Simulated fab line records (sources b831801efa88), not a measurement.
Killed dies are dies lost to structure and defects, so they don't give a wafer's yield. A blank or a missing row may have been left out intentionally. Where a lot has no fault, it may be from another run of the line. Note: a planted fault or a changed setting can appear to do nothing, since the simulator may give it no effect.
Struck lot and sound lot, side by side -- flow sfqLine -- 14 out of 325 route steps
Sound: the wafers L877.1, L877.2, L877.6. The struck wafers were L882.1, L882.2, L882.3. At the end, the cause is stated.
Order at every step that has rows: each side's tool, ch and its chambers, its first start. Under that, the readings that differ: sound wafers -- struck wafers -- difference of the means -- sigmas: that difference in standard deviations of wafers without a fault.
alike: same words and numbers on both sides, and readings whose means sit less than 2 such deviations apart. not compared: any withheld reading, any reading some wafer has no value for, any bound like >300 that may hide the same value, and any number with overlapping values for which the record gives no deviation.
The two part at a step that has a row with sigmas, a row that says differs or no value, or rows on one side only. When numbers do not overlap yet have no deviation, they are printed without sigmas and do not part them. A reading that every wafer of one side lacks parts them only if that side has two wafers or more.

SFQ_INCOMING_BOW_MEAS_900:
  sound: filmMetro-02 at day 1 20:00; struck: filmMetro-04 at day 2 21:00
  alike: INCOMING_BOW
then, 1 step without rows for these wafers: SFQ_TRILAYER_INCOMING_OXIDATION_002 (target thk 500 nm, ox time 4939 s).
SFQ_TRILAYER_L0_DEP_SPUTTER_003: material MoNx KI, target thk 40 nm, time 100 s.
  sound: pvdSputter-03 at day 1 22:29; struck: pvdSputter-05 at day 2 23:29
  alike: throttleValvePct
SFQ_L0_RS_MEAS_901: measures by four-point-probe.
  sound: filmMetro-03 at day 1 22:34; struck: filmMetro-03 at day 2 23:34
  alike: L0_MONX_KI_RS
SFQ_L0_THK_MEAS_902: measures by xrf.
  sound: filmMetro-03 at day 1 22:41; struck: filmMetro-03 at day 2 23:41
  alike: L0_MONX_KI_THK
then, 6 steps without rows for these wafers: SFQ_TRILAYER_L0_LITHO_COAT_010 (resist thk 62 nm); SFQ_TRILAYER_L0_LITHO_COAT_005 (resist thk 600 nm); SFQ_TRILAYER_L0_LITHO_SOFTBAKE_009; SFQ_TRILAYER_L0_LITHO_EXPOSE_006 (exposes mask L0, target cd 2000 nm); SFQ_TRILAYER_L0_LITHO_PEB_008 (peb time 60 s); SFQ_TRILAYER_L0_LITHO_DEVELOP_007 (time 60 s).
SFQ_TRILAYER_L0_BARC_OPEN_METAL_ETCH_010: etches BARC in O2, target depth 125 nm, time 41.7 s.
  sound on rieMetal-04 ch 0,1, day 2 22:49; struck on rieMetal-03 ch 0,1, day 4 04:23
reading,sound,struck,difference,sigmas
oesProductAu (a.u.),0.685 0.693 0.693,0.813 0.815 0.811,+0.123,+27
runLengthS (s),69.3 70.3 69.4,59.9 60.0 60.0,-9.7,-14
timeS (s),41.7 41.7 41.7,29.19 29.19 29.19,-12.51,
model.KrF_of_TRILAYER_L0_LITHO_COAT_005.thkNm (nm),522.2 522.4 520.4,537.1 536.3 535,+14.5,
  alike: biasW, drypumpMotorCurrentA
  not compared: rfHoursCounterH
SFQ_TRILAYER_L0_ETCH_METAL_ETCH_008: etches MoNx KI in SF6/O2, stops on SiO2, target depth 50 nm, time 25 s.
  sound on rieMetal-04 ch 0,1, day 2 22:53; struck on rieMetal-03 ch 0,1, day 4 04:27
reading,sound,struck,difference,sigmas
model.KrF_of_TRILAYER_L0_LITHO_COAT_005.thkNm (nm),479.6 480.7 478,495.1 494.7 493,+14.8,
  alike: biasW, drypumpMotorCurrentA, oesProductAu, runLengthS, timeS
  not compared: rfHoursCounterH
SFQ_TRILAYER_L0_STRIP_STRIP_009: strips in O2.
  sound on rieMetal-04 ch 0,1, day 2 22:55; struck on rieMetal-03 ch 0,1, day 4 04:30
  alike: drypumpMotorCurrentA, oesProductAu
  not compared: rfHoursCounterH

WHERE THEY PART
Within this record, at SFQ_TRILAYER_L0_BARC_OPEN_METAL_ETCH_010 only. Later steps at which nothing parts them and some readings are alike: SFQ_TRILAYER_L0_ETCH_METAL_ETCH_008, SFQ_TRILAYER_L0_STRIP_STRIP_009.

WHY: what the simulator had put in
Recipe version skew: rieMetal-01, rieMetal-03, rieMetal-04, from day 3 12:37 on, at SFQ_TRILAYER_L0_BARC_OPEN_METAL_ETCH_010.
